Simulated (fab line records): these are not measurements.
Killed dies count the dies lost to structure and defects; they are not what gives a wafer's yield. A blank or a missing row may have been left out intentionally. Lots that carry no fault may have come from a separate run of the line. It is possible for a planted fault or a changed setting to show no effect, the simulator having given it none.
What tool caused it? | flow gf180mcu | 42 wafers from 14 lots sampled at 6 of the route's 602 steps

== WHAT THE GAUGES SHOWED, per wafer ==
GF_MVSD_TW_MEAS_11.
lot  | measured     | on            | MVSD_TW
L224 | day 4 14:44  | film_metro-03 | 1558 1554 1559
L225 | day 4 18:16  | film_metro-03 | 1558 1565 1558
L226 | day 4 22:41  | film_metro-03 | 1558 1558 1557
L228 | day 5 10:39  | film_metro-02 | 1580 1574 1568
L229 | day 5 15:45  | film_metro-04 | 1587 1583 1579
L231 | day 6 05:31  | film_metro-04 | 1932 1937 1927
L233 | day 6 14:46  | film_metro-03 | 1569 1565 1561
L237 | day 7 14:23  | film_metro-02 | 1580 1578 1588
L239 | day 8 02:37  | film_metro-03 | 1904 1916 1919
L241 | day 8 13:39  | film_metro-02 | 1572 1579 1577
L242 | day 8 17:33  | film_metro-04 | 1585 1594 1592
L245 | day 9 14:38  | film_metro-04 | 1566 1570 1567
L246 | day 9 18:01  | film_metro-03 | 1580 1584 1589
L247 | day 10 00:04 | film_metro-02 | 1577 1588 1582

GF_VT_IMPLANT_RS_MEAS_46: measurement is done with a four-point probe.
lot  | measured     | on            | MVSD_RS (ohm/sq)
L224 | day 7 18:41  | film_metro-04 | 455.5 456.6 457.1
L225 | day 7 22:20  | film_metro-02 | 456.6 457.2 457.1
L226 | day 8 03:04  | film_metro-04 | 455.4 455.4 455.7
L228 | day 8 16:58  | film_metro-02 | 454.8 456.7 456.5
L229 | day 8 21:43  | film_metro-02 | 455.1 457.4 455.1
L231 | day 9 14:34  | film_metro-03 | 336.6 336.0 335.9
L233 | day 10 00:52 | film_metro-03 | 454.9 455.2 457.2
L237 | day 11 04:51 | film_metro-04 | 458.1 457.7 456.7
L239 | day 11 18:16 | film_metro-04 | 336.1 335.6 334.2
L241 | day 12 07:03 | film_metro-04 | 455.0 455.8 457.0
L242 | day 12 12:13 | film_metro-03 | 455.8 455.0 454.1
L245 | day 13 11:37 | film_metro-02 | 457.1 457.7 458.5
L246 | day 13 15:49 | film_metro-03 | 456.1 456.1 454.4
L247 | day 13 23:01 | film_metro-04 | 454.9 455.6 455.2

GF_POLY_GATE_THK_MEAS_17.
lot  | measured     | on            | POLY_GATE_OXIDATION_THK (nm)
L224 | day 9 11:31  | film_metro-04 | 4.10 4.06 4.06
L225 | day 9 15:46  | film_metro-04 | 4.16 4.13 4.19
L226 | day 9 22:47  | film_metro-04 | 4.03 4.04 4.11
L228 | day 10 11:35 | film_metro-04 | 4.06 3.92 3.94
L229 | day 10 21:19 | film_metro-04 | 4.01 4.04 4.01
L231 | day 11 16:08 | film_metro-04 | 4.21 4.14 4.15
L233 | day 11 19:42 | film_metro-03 | 4.21 4.21 4.10
L237 | day 13 11:00 | film_metro-01 | 4.03 4.04 4.05
L239 | day 13 22:38 | film_metro-01 | 4.09 4.04 4.07
L241 | day 14 07:26 | film_metro-03 | 3.99 3.98 3.94
L242 | day 14 17:02 | film_metro-03 | 3.96 3.96 3.99
L245 | day 15 14:08 | film_metro-04 | 4.19 4.10 4.15
L246 | day 15 18:32 | film_metro-04 | 4.03 3.94 4.02
L247 | day 16 02:50 | film_metro-04 | 4.12 4.09 4.16

GF_PSD_CD_MEAS_07: target cd 400 nm.
lot  | measured     | on        | cd_nm (nm)
L224 | day 14 08:22 | cd_sem-02 | 401.0 401.5 402.3
L225 | day 14 12:43 | cd_sem-02 | 399.5 401.0 400.8
L226 | day 14 22:15 | cd_sem-01 | 398.7 399.5 401.6
L228 | day 15 13:30 | cd_sem-01 | 398.4 399.0 397.9
L229 | day 16 00:00 | cd_sem-01 | 400.5 403.0 403.3
L231 | day 16 23:39 | cd_sem-01 | 398.7 398.4 398.4
L233 | day 17 04:14 | cd_sem-01 | 394.1 392.7 394.3
L237 | day 19 05:06 | cd_sem-02 | 400.7 400.8 400.3
L239 | day 19 18:16 | cd_sem-02 | 401.4 401.8 401.7
L241 | day 20 06:09 | cd_sem-01 | 400.6 401.4 401.8
L242 | day 20 16:13 | cd_sem-02 | 402.0 402.4 398.8
L245 | day 21 15:21 | cd_sem-01 | 396.1 397.3 397.2
L246 | day 21 21:25 | cd_sem-02 | 397.6 398.0 399.3
L247 | day 22 04:28 | cd_sem-01 | 401.8 401.7 400.8

== WHAT TOOL EACH LOT RAN ON (gives the tool, then ch and the chambers of the sampled wafers, and finally the start) ==
lot  | GF_MVSD_IMPLANT_08             | GF_VT_IMPLANT_RTA_45
L224 | implanter-02 ch 0, day 4 14:20 | rtp_anneal-02 ch 0, day 7 18:34
L225 | implanter-02 ch 0, day 4 17:53 | rtp_anneal-01 ch 0, day 7 22:14
L226 | implanter-02 ch 0, day 4 22:19 | rtp_anneal-01 ch 0, day 8 02:58
L228 | implanter-02 ch 0, day 5 10:15 | rtp_anneal-02 ch 0, day 8 16:52
L229 | implanter-01 ch 0, day 5 15:21 | rtp_anneal-01 ch 0, day 8 21:37
L231 | implanter-01 ch 0, day 6 04:47 | rtp_anneal-01 ch 0, day 9 14:28
L233 | implanter-01 ch 0, day 6 14:24 | rtp_anneal-01 ch 0, day 10 00:45
L237 | implanter-01 ch 0, day 7 13:59 | rtp_anneal-02 ch 0, day 11 04:45
L239 | implanter-04 ch 0, day 8 01:55 | rtp_anneal-02 ch 0, day 11 18:10
L241 | implanter-01 ch 0, day 8 13:15 | rtp_anneal-02 ch 0, day 12 06:57
L242 | implanter-04 ch 0, day 8 17:10 | rtp_anneal-02 ch 0, day 12 12:07
L245 | implanter-02 ch 0, day 9 14:14 | rtp_anneal-02 ch 0, day 13 11:31
L246 | implanter-02 ch 0, day 9 17:38 | rtp_anneal-01 ch 0, day 13 15:43
L247 | implanter-02 ch 0, day 9 23:41 | rtp_anneal-02 ch 0, day 13 22:55
- GF_MVSD_IMPLANT_08
- GF_VT_IMPLANT_RTA_45: time 30 s.

== AS READ BY THE TOOLS THEMSELVES (means over the sampled wafers that have a number; for cases with no such wafer, the mark the record gives instead) ==
GF_VT_IMPLANT_RTA_45.
lot  | tool          | lamp_power_pct (%) | wafer_temp_C_max
L224 | rtp_anneal-02 | 36.5               | 1057.0
L225 | rtp_anneal-01 | 35.6               | 1053.4
L226 | rtp_anneal-01 | 35.6               | 1054.4
L228 | rtp_anneal-02 | 36.5               | 1055.5
L229 | rtp_anneal-01 | 35.6               | 1053.9
L231 | rtp_anneal-01 | 35.6               | 1054.1
L233 | rtp_anneal-01 | 35.6               | 1055.5
L237 | rtp_anneal-02 | 36.5               | 1055.7
L239 | rtp_anneal-02 | 36.5               | 1056.8
L241 | rtp_anneal-02 | 36.6               | 1056.6
L242 | rtp_anneal-02 | 36.6               | 1056.3
L245 | rtp_anneal-02 | 36.6               | 1056.3
L246 | rtp_anneal-01 | 35.6               | 1054.7
L247 | rtp_anneal-02 | 36.6               | 1056.8

== THE ANSWER, worked out from the rows above alone ==
Rule: the usual values come from the lots themselves. Put in order of their means at a reading, lots are off if they are a third of the lots or fewer, leave a main group of 4 or more, and stand apart from it by a gap of 3 or more times the standard deviation of the main group's means; of several such gaps the widest counts. If all means in a main group match to the digits the tables above print for the reading, that group is not used. A lot without any number at a reading at which 4 lots or more have one is off too. Any other lot the step has rows for is counted as sound. Order of review: gauges by route order, followed by the tools' own readings, for which a lot's mean as printed above is used. At the first step where some lot is off, the reading lying furthest off is the one used; lots without a number count as furthest.
Off: L231, L239, seen at GF_MVSD_TW_MEAS_11 (MVSD_TW). Mean 1573 and standard deviation 11 in the main group.
A tool fits if, at a process step before that reading, it ran every lot that is off, and no sound lot after the first of them. Those tools and the gauges at GF_MVSD_TW_MEAS_11 are tried in the same way. None of those tried fits.

== WHAT THE SIMULATOR HAD INSERTED ==
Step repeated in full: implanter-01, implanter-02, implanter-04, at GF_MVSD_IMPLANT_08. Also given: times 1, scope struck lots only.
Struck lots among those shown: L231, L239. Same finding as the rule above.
